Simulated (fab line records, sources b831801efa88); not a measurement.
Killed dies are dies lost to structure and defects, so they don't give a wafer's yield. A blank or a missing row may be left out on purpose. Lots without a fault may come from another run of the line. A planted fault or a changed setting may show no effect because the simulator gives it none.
Which tool did it? | flow sky130 | 10 lots, 30 wafers sampled, at 2 steps of a route of 708

WHAT THE GAUGES READ, wafer by wafer
SKY_VIA3_THK_MEAS_23: measures by xrf. Usual: VIA3_W_THK 380 nm, standard deviation 6.3.
lot  | measured     | on            | VIA3_W_THK (nm) | flag
L391 | day 41 07:05 | film_metro-04 | 389 391 383     |
L395 | day 41 23:53 | film_metro-04 | 388 386 387     |
L397 | day 42 09:47 | film_metro-02 | 378 377 375     |
L399 | day 43 01:56 | film_metro-01 | 381 374 377     |
L404 | day 44 09:52 | film_metro-04 | 385 376 383     |
L405 | day 44 15:48 | film_metro-04 | 379 377 378     |
L408 | day 45 04:50 | film_metro-02 | 384 384 380     |
L409 | day 45 11:28 | film_metro-02 | 379 382 379     |
L410 | day 46 06:47 | film_metro-02 | 376 379 372     |
L411 | day 46 07:32 | film_metro-01 | 380 371 380     |

SKY_CAP2M_THK_MEAS_04: measures by xrf. Usual: CAP2M_TIN_THK 199.8 nm, standard deviation 2.4.
lot  | measured     | on            | CAP2M_TIN_THK (nm) | flag
L391 | day 41 07:55 | film_metro-02 | 198.5 197.3 202.0  |
L395 | day 42 00:43 | film_metro-02 | 198.7 199.6 199.4  |
L397 | day 42 10:37 | film_metro-02 | 201.4 199.1 199.9  |
L399 | day 43 02:55 | film_metro-04 | 203.9 203.3 203.1  |
L404 | day 44 10:41 | film_metro-04 | 202.2 201.1 201.2  |
L405 | day 44 16:38 | film_metro-02 | 203.0 199.1 199.0  |
L408 | day 45 05:40 | film_metro-03 | 200.3 198.8 199.8  |
L409 | day 45 12:23 | film_metro-04 | 201.5 199.0 199.0  |
L410 | day 46 07:37 | film_metro-02 | 198.9 202.6 202.3  |
L411 | day 46 08:55 | film_metro-02 | 199.1 200.8 200.3  |

WHICH TOOL RAN EACH LOT (tool, then ch and the chambers of the sampled wafers, then the start)
The record holds no process step before these readings.

WHAT THE TOOLS THEMSELVES READ (means of the sampled wafers that have a number; where no wafer has one, the mark that the record gives instead)
The record holds no such reading with a usual standard deviation.

THE ANSWER, worked out from the rows above alone
Rule: a lot is off if the mean of its wafers that have a number lies more than 3 standard deviations from the usual mean. A lot without any number at a reading at which 4 lots or more have one is off too. The other lots that the step has rows for count as sound. The gauges are gone through in route order, then the tools' own readings, and for those a lot's mean is taken as printed above. The first step at which some lot is off is used, and at that step the reading that is off furthest; a lot without a number counts as furthest.
No lot is off at any reading shown: from this, nothing can be told.

WHAT THE SIMULATOR HAD PUT IN
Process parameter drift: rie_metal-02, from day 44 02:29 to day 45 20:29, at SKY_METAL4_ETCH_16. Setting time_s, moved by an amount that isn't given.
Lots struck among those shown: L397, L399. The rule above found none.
